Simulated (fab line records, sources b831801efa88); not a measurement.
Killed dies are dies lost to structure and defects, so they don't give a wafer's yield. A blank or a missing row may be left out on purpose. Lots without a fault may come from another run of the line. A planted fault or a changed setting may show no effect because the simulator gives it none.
Which tool did it? | flow sky130 | 15 lots, 45 wafers sampled, at 7 steps of a route of 708

WHAT THE GAUGES READ, wafer by wafer
SKY_VT_ADJUST_HVTP_OVL_MEAS_08.
lot  | measured     | on         | VT_ADJUST_HVTP_OVL (nm)
L804 | day 6 06:07  | overlay-01 | -6.8 -4.0 -5.2
L805 | day 6 12:26  | overlay-02 | -2.2 0.5 0.7
L806 | day 6 22:38  | overlay-02 | -2.7 -0.2 -2.2
L807 | day 7 10:04  | overlay-02 | 0.6 0.9 3.0
L810 | day 7 22:16  | overlay-01 | -0.7 -0.5 -0.5
L811 | day 8 12:14  | overlay-02 | -2.6 -0.5 0.0
L812 | day 8 12:50  | overlay-02 | -3.2 -2.9 -2.9
L813 | day 8 16:31  | overlay-02 | -3.2 -2.8 -2.5
L816 | day 9 10:44  | overlay-01 | -1.4 -1.4 -2.5
L820 | day 10 23:26 | overlay-02 | -1.9 -2.5 -0.4
L821 | day 11 04:06 | overlay-01 | 0.0 0.7 -0.7
L822 | day 11 04:23 | overlay-01 | -0.5 0.1 -0.5
L823 | day 11 11:11 | overlay-01 | -3.2 -3.5 -1.7
L824 | day 11 18:34 | overlay-02 | 0.5 -1.5 -1.6
L826 | day 12 11:08 | overlay-01 | 0.2 -0.7 -2.4

SKY_VT_ADJUST_HVTP_TW_MEAS_11.
lot  | measured     | on            | VT_ADJUST_HVTP_TW
L804 | day 6 06:24  | film_metro-01 | 1364 1361 1364
L805 | day 6 12:43  | film_metro-01 | 1361 1369 1363
L806 | day 6 22:56  | film_metro-02 | 1343 1342 1339
L807 | day 7 10:21  | film_metro-01 | 1357 1359 1350
L810 | day 7 22:33  | film_metro-03 | 1348 1351 1359
L811 | day 8 12:32  | film_metro-02 | 1355 1345 1347
L812 | day 8 13:11  | film_metro-03 | 1356 1362 1353
L813 | day 8 16:48  | film_metro-02 | 1347 1348 1340
L816 | day 9 11:02  | film_metro-03 | 1350 1347 1350
L820 | day 10 23:43 | film_metro-02 | 1348 1351 1357
L821 | day 11 04:23 | film_metro-03 | 1346 1356 1349
L822 | day 11 04:41 | film_metro-03 | 1350 1357 1356
L823 | day 11 11:28 | film_metro-02 | 1356 1351 1358
L824 | day 11 18:51 | film_metro-01 | 1361 1359 1366
L826 | day 12 11:25 | film_metro-02 | 1365 1363 1357

SKY_VT_ADJUST_NCORE_CD_MEAS_07: target cd 380 nm.
lot  | measured     | on        | cd_nm (nm)
L804 | day 8 15:10  | cd_sem-02 | 379.1 378.0 379.0
L805 | day 9 05:42  | cd_sem-01 | 381.4 384.8 385.3
L806 | day 9 12:11  | cd_sem-02 | 382.0 380.4 380.2
L807 | day 10 02:18 | cd_sem-01 | 379.7 380.7 378.4
L810 | day 10 17:01 | cd_sem-01 | 373.2 374.0 374.1
L811 | day 11 07:41 | cd_sem-01 | 380.2 378.0 381.7
L812 | day 11 08:29 | cd_sem-02 | 378.5 378.3 376.5
L813 | day 11 12:44 | cd_sem-01 | 375.1 380.1 376.2
L816 | day 12 08:22 | cd_sem-02 | 378.5 380.5 376.0
L820 | day 14 02:02 | cd_sem-02 | 378.4 378.1 377.1
L821 | day 14 06:16 | cd_sem-02 | 376.7 379.6 377.0
L822 | day 14 06:32 | cd_sem-01 | - - -
L823 | day 14 14:08 | cd_sem-01 | - - -
L824 | day 14 22:43 | cd_sem-01 | - - -
L826 | day 15 16:28 | cd_sem-01 | 380.9 381.3 381.3

SKY_VT_ADJUST_HVTR_TW_MEAS_11.
lot  | measured     | on            | VT_ADJUST_HVTR_TW
L804 | day 9 12:55  | film_metro-03 | 209.6 210.0 210.8
L805 | day 10 04:01 | film_metro-01 | 212.8 212.1 212.4
L806 | day 10 11:12 | film_metro-03 | 209.1 207.7 208.5
L807 | day 11 02:05 | film_metro-04 | 214.8 214.1 215.6
L810 | day 11 16:37 | film_metro-01 | 212.6 213.0 211.8
L811 | day 12 08:44 | film_metro-03 | 208.5 208.3 208.7
L812 | day 12 09:35 | film_metro-04 | 216.0 214.7 216.8
L813 | day 12 13:25 | film_metro-04 | 215.7 215.2 214.7
L816 | day 13 09:22 | film_metro-01 | 210.7 210.9 211.0
L820 | day 15 05:28 | film_metro-04 | 214.6 215.6 214.7
L821 | day 15 09:50 | film_metro-03 | 210.1 210.5 210.1
L822 | day 15 10:25 | film_metro-04 | 267.9 267.5 267.7
L823 | day 15 17:46 | film_metro-03 | 260.4 260.2 260.6
L824 | day 16 02:53 | film_metro-01 | 264.7 264.9 264.6
L826 | day 16 20:28 | film_metro-03 | 209.2 210.2 210.2

SKY_VT_ADJUST_PCH_TW_MEAS_10.
lot  | measured     | on            | VT_ADJUST_PCH_TW
L804 | day 10 11:14 | film_metro-02 | 142.0 142.0 141.8
L805 | day 11 03:29 | film_metro-02 | 143.0 142.4 142.2
L806 | day 11 10:00 | film_metro-01 | 143.0 143.4 142.7
L807 | day 12 01:44 | film_metro-01 | 143.4 143.6 143.5
L810 | day 12 17:54 | film_metro-02 | 142.8 143.0 142.6
L811 | day 13 08:37 | film_metro-02 | 141.6 141.7 141.7
L812 | day 13 10:14 | film_metro-02 | 142.1 141.9 142.3
L813 | day 13 14:55 | film_metro-01 | 142.5 142.6 142.7
L816 | day 14 10:38 | film_metro-03 | 141.6 142.1 142.1
L820 | day 16 09:23 | film_metro-02 | 140.8 141.7 141.8
L821 | day 16 14:22 | film_metro-02 | 142.0 141.8 141.5
L822 | day 16 15:14 | film_metro-01 | 232.9 233.0 232.7
L823 | day 16 21:13 | film_metro-01 | 233.7 233.0 232.7
L824 | day 17 07:21 | film_metro-01 | 233.3 234.7 234.2
L826 | day 18 00:53 | film_metro-02 | 141.1 141.0 140.6

WHICH TOOL RAN EACH LOT (tool, then ch and the chambers of the sampled wafers, then the start)
lot  | SKY_VT_ADJUST_HVTP_STRIP_10          | SKY_VT_ADJUST_NCORE_COAT_02
L804 | plasma_asher-03 ch 0, day 6 06:18    | litho_track-01 ch 0, day 8 05:17
L805 | plasma_asher-03 ch 0,1, day 6 12:37  | litho_track-01 ch 0, day 8 18:08
L806 | plasma_asher-01 ch 0,1, day 6 22:49  | litho_track-01 ch 0, day 9 01:37
L807 | plasma_asher-02 ch 1, day 7 10:15    | litho_track-02 ch 0, day 9 14:39
L810 | plasma_asher-01 ch 0,1, day 7 22:27  | litho_track-02 ch 0, day 10 05:45
L811 | plasma_asher-02 ch 0,1, day 8 12:26  | litho_track-01 ch 0, day 10 19:59
L812 | plasma_asher-02 ch 0,1, day 8 13:05  | litho_track-01 ch 0, day 10 20:32
L813 | plasma_asher-03 ch 0,1, day 8 16:42  | litho_track-03 ch 0, day 11 00:52
L816 | plasma_asher-02 ch 0,1, day 9 10:55  | litho_track-02 ch 0, day 11 19:55
L820 | plasma_asher-01 ch 0,1, day 10 23:37 | litho_track-01 ch 0, day 13 12:56
L821 | plasma_asher-01 ch 0,1, day 11 04:19 | litho_track-03 ch 0, day 13 17:16
L822 | plasma_asher-02 ch 0,1, day 11 04:34 | litho_track-01, day 13 17:22
L823 | plasma_asher-02 ch 0,1, day 11 11:23 | litho_track-01, day 14 01:14
L824 | plasma_asher-03 ch 0,1, day 11 18:45 | litho_track-01, day 14 09:02
L826 | plasma_asher-03 ch 0,1, day 12 11:19 | litho_track-02 ch 0, day 15 02:50
- SKY_VT_ADJUST_HVTP_STRIP_10: strips in O2/N2.
- SKY_VT_ADJUST_NCORE_COAT_02: resist thk 1140 nm.

WHAT THE TOOLS THEMSELVES READ (means of the sampled wafers that have a number; where no wafer has one, the mark that the record gives instead)
SKY_VT_ADJUST_HVTP_STRIP_10.
lot  | tool            | chamber_pressure_mTorr (mTorr) | drypump_motor_current_A (A) | n2_flow_sccm (sccm) | oes_product_au (a.u.) | strip_time_to_endpoint_s (s)
L804 | plasma_asher-03 | 1498.5                         | 5.7                         | 300.8               | 0.715                 | 14.21
L805 | plasma_asher-03 | 1499.4                         | 6.0                         | 299.1               | 0.713                 | 14.20
L806 | plasma_asher-01 | 1500.8                         | 5.7                         | 299.0               | 0.716                 | 14.24
L807 | plasma_asher-02 | 1500.3                         | 5.0                         | 300.7               | 0.716                 | 14.18
L810 | plasma_asher-01 | 1499.6                         | 5.7                         | 299.7               | 0.721                 | 14.22
L811 | plasma_asher-02 | 1499.1                         | 5.1                         | 299.7               | 0.713                 | 14.14
L812 | plasma_asher-02 | 1498.6                         | 5.1                         | 300.1               | 0.716                 | 14.20
L813 | plasma_asher-03 | 1499.8                         | 6.0                         | 300.1               | 0.714                 | 14.15
L816 | plasma_asher-02 | 1501.5                         | 5.1                         | 300.2               | 0.716                 | 14.17
L820 | plasma_asher-01 | 1500.2                         | 5.7                         | 300.6               | 0.715                 | 14.14
L821 | plasma_asher-01 | 1501.2                         | 5.8                         | 299.7               | 0.715                 | 14.15
L822 | plasma_asher-02 | 1500.7                         | 5.1                         | 300.3               | 0.712                 | 14.16
L823 | plasma_asher-02 | 1500.4                         | 5.1                         | 300.6               | 0.717                 | 14.20
L824 | plasma_asher-03 | 1498.3                         | 6.0                         | 299.5               | 0.719                 | 14.22
L826 | plasma_asher-03 | 1501.3                         | 5.8                         | 300.1               | 0.717                 | 14.18

SKY_VT_ADJUST_NCORE_COAT_02.
lot  | tool           | chill_plate_temp_C (C) | dispense_pressure_kPa (kPa) | spin_speed_rpm (rpm)
L804 | litho_track-01 | 23.10                  | 43                          | 2998.7
L805 | litho_track-01 | 22.97                  | 43                          | 3000.9
L806 | litho_track-01 | 22.89                  | 43                          | 2998.5
L807 | litho_track-02 | 23.10                  | 51                          | 3001.4
L810 | litho_track-02 | 23.02                  | 51                          | 2999.9
L811 | litho_track-01 | 23.06                  | 43                          | 2998.0
L812 | litho_track-01 | 22.87                  | 43                          | 3001.6
L813 | litho_track-03 | 23.16                  | 51                          | 2999.9
L816 | litho_track-02 | 22.85                  | 51                          | 3000.4
L820 | litho_track-01 | 22.98                  | 43                          | 2999.1
L821 | litho_track-03 | 23.06                  | 51                          | 2999.0
L822 | litho_track-01 | -                      | -                           | -
L823 | litho_track-01 | -                      | -                           | -
L824 | litho_track-01 | -                      | -                           | -
L826 | litho_track-02 | 22.89                  | 51                          | 2999.9

THE ANSWER, worked out from the rows above alone
Rule: what is usual is taken from the lots themselves. Put in order of their means at a reading, lots are off if they are a third of the lots or fewer, leave a main group of 4 or more, and stand apart from it by a gap of 3 or more times the standard deviation of the main group's means; of several such gaps the widest counts. A main group whose means are all the same, to the digits that the tables above print for the reading, isn't used. A lot without any number at a reading at which 4 lots or more have one is off too. The other lots that the step has rows for count as sound. The gauges are gone through in route order, then the tools' own readings, and for those a lot's mean is taken as printed above. The first step at which some lot is off is used, and at that step the reading that is off furthest; a lot without a number counts as furthest.
Off: L822, L823, L824, at SKY_VT_ADJUST_NCORE_CD_MEAS_07 (cd_nm). Without a number there: L822, L823, L824. The main group: mean 378.9 nm, standard deviation 2.4.
A tool fits if, at a process step before that reading, it ran every lot that is off, and no sound lot after the first of them. The gauges at SKY_VT_ADJUST_NCORE_CD_MEAS_07 aren't tried: what is off there is off at SKY_VT_ADJUST_HVTR_TW_MEAS_11 too, on other tools, and a gauge's error can't cause that. One fits: litho_track-01 at SKY_VT_ADJUST_NCORE_COAT_02. Its last sound lot is L820 (day 13 12:56), its first lot that is off L822 (day 13 17:22): a fault that began between those two fits.
Blank at SKY_VT_ADJUST_NCORE_COAT_02 on the lots that are off, where sound lots have numbers: chill_plate_temp_C, dispense_pressure_kPa, spin_speed_rpm.

WHAT THE SIMULATOR HAD PUT IN
Skipped step whole: litho_track-01, from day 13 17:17 on, at SKY_VT_ADJUST_NCORE_COAT_02. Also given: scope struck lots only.
Lots struck among those shown: L822, L823, L824. The rule above found the same.
